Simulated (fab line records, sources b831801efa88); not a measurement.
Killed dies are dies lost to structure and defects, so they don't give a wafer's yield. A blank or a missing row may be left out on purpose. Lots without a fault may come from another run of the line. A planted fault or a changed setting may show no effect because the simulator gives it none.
fab line records | flow gf180mcu | part 2 of 2: steps 27 to 36 of 36
record lots=5 wafers=15 last_day=32
route steps=602 shown STI@18 DNWELL@32 NWELL@42
lots that met no fault: from a run of the same line without faults
start_h: hours from the record's first day to the start of the lot's first wafer shown | wait_h: hours since the lot's step before | " the same as in the row above | L1.1+2: a row that stands for several wafers | - no value, or no start given | * or withheld: withheld | < > ~ a bound
route shown NAME@n: a module of which the file shows steps, and the number in the route of the first | usual: mean/standard deviation of fault-free wafers | same: alike in all rows | chamber/n: place in a boat | sites: the reading at each site | _std_site: their standard deviation | _edge_site: outer sites' mean less inner sites' | radius_mm: how far each site lies from the wafer's centre | mask NAME#n: copy n | behind: the tool/chamber that last shaped the wafer | hold: why the lot was held/for how many hours/how that ended | device: the transistor (n, p or np) that didn't switch | end of line: the same wafers' tests at the end of the route | a step without rows: its recipe alone | killed: dies lost to structure and defects at the first sort, not the wafer's yield | map: a wafer's dies, x killed, . not, _ none there
set.NAME: the setting as run; set.NAME@STEP: as run at that earlier step | model.NAME: the simulator's own value behind a step, which no gauge read
lots at some steps of the route; a table a step, a row a wafer
services: from which hour (start_h, from the record's first day; less than 0 if before it) a tool's chamber was out of use, for how many hours, and why
## steps
# step GF_NWELL_COAT_02
# recipe spin_rpm=2000 resist_thk_nm=3000
# usual chill_plate_temp_C=23.00/0.13
# columns lot.wafer tool chamber start_h wait_h chill_plate_temp_C
L077.2 litho_track-03 0 63.59 0.1 23.17
L077.5 " 0 " " 23.03
L077.6 " 0 " " 23.06
L078.2 litho_track-01 0 71.34 0.1 22.93
L078.3 " 0 " " 23.09
L078.4 " 0 " " 23.12
L079.1 litho_track-03 0 77.77 0.1 23.01
L079.2 " 0 " " 22.98
L079.5 " 0 " " 23.02
L086.2 litho_track-04 0 112.33 0.1 22.88
L086.4 " 0 " " 23.05
L086.6 " 0 " " 22.94
L087.3 litho_track-01 0 116.56 0.1 22.71
L087.4 " 0 " " 22.86
L087.5 " 0 " " 22.80
# step GF_NWELL_SOFTBAKE_03
# recipe temp_c=110 time_s=withheld
# usual chill_plate_temp_C=23.01/0.12 plate_temp_C=110.00/0.14
# columns lot.wafer tool chamber start_h wait_h chill_plate_temp_C plate_temp_C
L077.2 litho_track-03 0 63.75 0.1 22.91 109.98
L077.5 " 0 " " 22.96 110.03
L077.6 " 0 " " 22.83 110.16
L078.2 litho_track-01 0 71.49 0.1 23.03 110.08
L078.3 " 0 " " 23.12 109.82
L078.4 " 0 " " 23.09 109.79
L079.1 litho_track-03 0 77.92 0.1 23.04 110.04
L079.2 " 0 " " 23.10 110.02
L079.5 " 0 " " 23.08 109.86
L086.2 litho_track-04 0 112.48 0.1 23.17 110.08
L086.4 " 0 " " 23.10 109.93
L086.6 " 0 " " 23.28 110.28
L087.3 litho_track-01 0 116.73 0.1 22.88 109.98
L087.4 " 0 " " 22.97 109.92
L087.5 " 0 " " 22.78 109.86
# step GF_NWELL_EXPOSE_04
# recipe mask_id=Nwell target_cd_nm=860 na=0.6 source_shape=conventional sigma_outer=0.6 dose_mj=260
# usual focus_offset_nm=0.0/0.51
# columns lot.wafer tool chamber start_h wait_h mask focus_offset_nm
L077.2 iline_stepper-01 0 - - Nwell#0 1.3
L077.5 " 0 " " Nwell#0 0.6
L077.6 " 0 " " Nwell#0 1.2
L078.2 iline_stepper-02 0 - - Nwell#0 -0.2
L078.3 " 0 " " Nwell#0 -0.1
L078.4 " 0 " " Nwell#0 0.6
L079.1 iline_stepper-02 0 - - Nwell#0 0.3
L079.2 " 0 " " Nwell#0 0.2
L079.5 " 0 " " Nwell#0 0.2
L086.2 iline_stepper-01 0 - - Nwell#0 0.4
L086.4 " 0 " " Nwell#0 0.5
L086.6 " 0 " " Nwell#0 -0.2
L087.3 iline_stepper-01 0 - - Nwell#0 0.6
L087.4 " 0 " " Nwell#0 0.8
L087.5 " 0 " " Nwell#0 -0.1
# step GF_NWELL_PEB_05
# recipe temp_c=115 time_s=withheld
# usual chill_plate_temp_C=22.99/0.1 plate_temp_C=115.00/0.13
# columns lot.wafer tool chamber start_h wait_h chill_plate_temp_C plate_temp_C
L077.2 litho_track-03 0 - - 22.98 114.83
L077.5 " 0 " " 22.92 114.98
L077.6 " 0 " " 22.86 115.12
L078.2 litho_track-01 0 - - 23.13 115.11
L078.3 " 0 " " 23.11 115.32
L078.4 " 0 " " 23.08 115.37
L079.1 litho_track-03 0 - - 22.97 114.97
L079.2 " 0 " " 23.00 114.99
L079.5 " 0 " " 22.93 115.13
L086.2 litho_track-01 0 - - 23.15 115.23
L086.4 " 0 " " 23.04 115.15
L086.6 " 0 " " 23.09 115.15
L087.3 litho_track-01 0 - - 22.81 114.79
L087.4 " 0 " " 22.92 114.85
L087.5 " 0 " " 22.81 115.04
# step GF_NWELL_DEVELOP_06
# recipe wall_angle_deg=90 develop_time_s=60 dev_temp_c=23
# usual chill_plate_temp_C=22.99/0.11
# same develop_time_s=60
# columns lot.wafer tool chamber start_h wait_h chill_plate_temp_C
L077.2 litho_track-03 0 - - 23.02
L077.5 " 0 " " 22.94
L077.6 " 0 " " 23.08
L078.2 litho_track-01 0 - - 23.02
L078.3 " 0 " " 22.98
L078.4 " 0 " " 23.05
L079.1 litho_track-03 0 - - 22.80
L079.2 " 0 " " 22.76
L079.5 " 0 " " 22.85
L086.2 litho_track-01 0 - - 23.04
L086.4 " 0 " " 23.13
L086.6 " 0 " " 23.10
L087.3 litho_track-01 0 - - 23.06
L087.4 " 0 " " 23.16
L087.5 " 0 " " 23.00
# step GF_NWELL_OVL_MEAS_07
# usual NWELL_OVL=-1.1/1.5
# columns lot.wafer tool chamber start_h wait_h NWELL_OVL[nm]
L077.2 overlay-02 - 69.62 - -3.6
L077.5 " - " " -1.2
L077.6 " - " " -2.3
L078.2 overlay-01 - 78.97 - -0.6
L078.3 " - " " -2.0
L078.4 " - " " -0.5
L079.1 overlay-01 - 83.97 - -0.2
L079.2 " - " " 0.4
L079.5 " - " " -0.2
L086.2 overlay-02 - 119.82 - -0.2
L086.4 " - " " 0.5
L086.6 " - " " 0.3
L087.3 overlay-01 - 124.27 - -2.6
L087.4 " - " " -1.3
L087.5 " - " " -2.4
# step GF_NWELL_IMPLANT_08
# recipe species=P energy_kev=450 dose_cm2=1.569e+13 tilt_deg=0
# same implant_ion_amu=31
# columns lot.wafer tool chamber start_h wait_h
L077.2+5+6 implanter-02 0 69.68 0.0
L078.2+3+4 implanter-04 0 79.02 0.0
L079.1+2+5 implanter-01 0 84.00 0.0
L086.2+4+6 implanter-04 0 119.87 0.0
L087.3+4+5 implanter-04 0 124.35 0.1
# step GF_NWELL_IMPLANT_09
# recipe species=P energy_kev=160 dose_cm2=4e+12 tilt_deg=0
# same implant_ion_amu=31
# columns lot.wafer tool chamber start_h wait_h
L077.2+5+6 implanter-02 0 69.83 0.1
L078.2+3+4 implanter-04 0 79.17 0.1
L079.1+2+5 implanter-01 0 84.15 0.1
L086.2+4+6 implanter-04 0 120.02 0.1
L087.3+4+5 implanter-04 0 124.50 0.1
# step GF_NWELL_STRIP_10
# recipe chemistry=O2/N2 power_w=1400 pressure_mtorr=1500 platen_temp_c=250 o2_flow_sccm=3000 n2_flow_sccm=300 overash_fraction=0.5
# usual drypump_motor_current_A=5.7/0.57 heater_power_w=336/35 o2_flow_sccm=3000/8.6 oes_product_au=0.723/0.0045 strip_time_to_endpoint_s=37.00/0.11
# same overash_fraction=0.5
# columns lot.wafer tool chamber start_h wait_h drypump_motor_current_A heater_power_w o2_flow_sccm oes_product_au rf_hours_counter_h strip_time_to_endpoint_s
L077.2 plasma_asher-02 0 69.95 0.1 6.2 290 3002 0.720 41 36.91
L077.5 " 0 " " 6.2 297 3017 0.716 - 36.94
L077.6 " 1 " " 5.2 384 2993 0.728 - 36.99
L078.2 plasma_asher-01 1 79.30 0.1 5.6 310 3006 0.722 47 37.09
L078.3 " 1 " " 5.6 319 2997 0.718 - 37.02
L078.4 " 0 " " 5.8 346 2997 0.735 - 37.09
L079.1 plasma_asher-02 1 84.30 0.1 5.2 375 2990 0.726 43 37.13
L079.2 " 0 " " 6.2 298 2991 0.730 43 37.03
L079.5 " 0 " " 6.2 299 2995 0.729 - 37.11
L086.2 plasma_asher-02 1 120.15 0.1 5.2 387 2991 0.719 0 37.00
L086.4 " 1 " " 5.2 386 2998 0.724 - 37.01
L086.6 " 0 " " 6.2 277 3019 0.716 - 37.06
L087.3 plasma_asher-01 0 124.63 0.1 5.7 337 3007 0.730 - 36.97
L087.4 " 1 " " 5.5 304 3011 0.721 - 36.91
L087.5 " 1 " " 5.5 313 3004 0.726 - 36.86
# step GF_NWELL_TW_MEAS_11
# usual NWELL_TW=1580/11
# columns lot.wafer tool chamber start_h wait_h NWELL_TW
L077.2 film_metro-01 - 70.06 0.1 1573
L077.5 " - " " 1574
L077.6 " - " " 1581
L078.2 film_metro-01 - 79.41 0.1 1565
L078.3 " - " " 1572
L078.4 " - " " 1571
L079.1 film_metro-03 - 84.40 0.1 1591
L079.2 " - " " 1592
L079.5 " - " " 1588
L086.2 film_metro-03 - 120.26 0.1 1594
L086.4 " - " " 1596
L086.6 " - " " 1599
L087.3 film_metro-04 - 124.72 0.1 1588
L087.4 " - " " 1584
L087.5 " - " " 1590
## services
# columns tool chamber start_h hours kind
implanter-01 - 22.81 44.7 pm
cmp-02 - 25.11 1.5 repair
implanter-03 - 27.00 8.9 pm
hdpcvd-01 - 34.76 6.0 pm
implanter-03 - 36.85 3.7 repair
plasma_asher-03 - 39.52 14.6 pm
plasma_asher-02 - 46.34 14.6 pm
furnace-01 - 51.51 4.4 pm
cmp-01 - 52.39 2.4 pm
cmp-01 - 54.79 8.8 pm
cmp-01 - 64.48 4.0 pm
cmp-01 - 68.48 - consumable_replace:conditioner
cmp-01 - 68.48 - consumable_replace:pad
wet_bench-01 - 69.86 1.3 repair
plasma_asher-03 - 72.07 1.9 repair
hdpcvd-02 - 80.12 0.3 repair
cmp-01 - 98.19 1.6 repair
implanter-01 - 105.68 4.6 pm
plasma_asher-02 - 108.82 9.0 pm
plasma_asher-02 0 108.82 9.0 vent_cycle
plasma_asher-02 1 108.82 9.0 vent_cycle
plasma_asher-02 0 117.82 - clean
plasma_asher-02 1 117.82 - clean
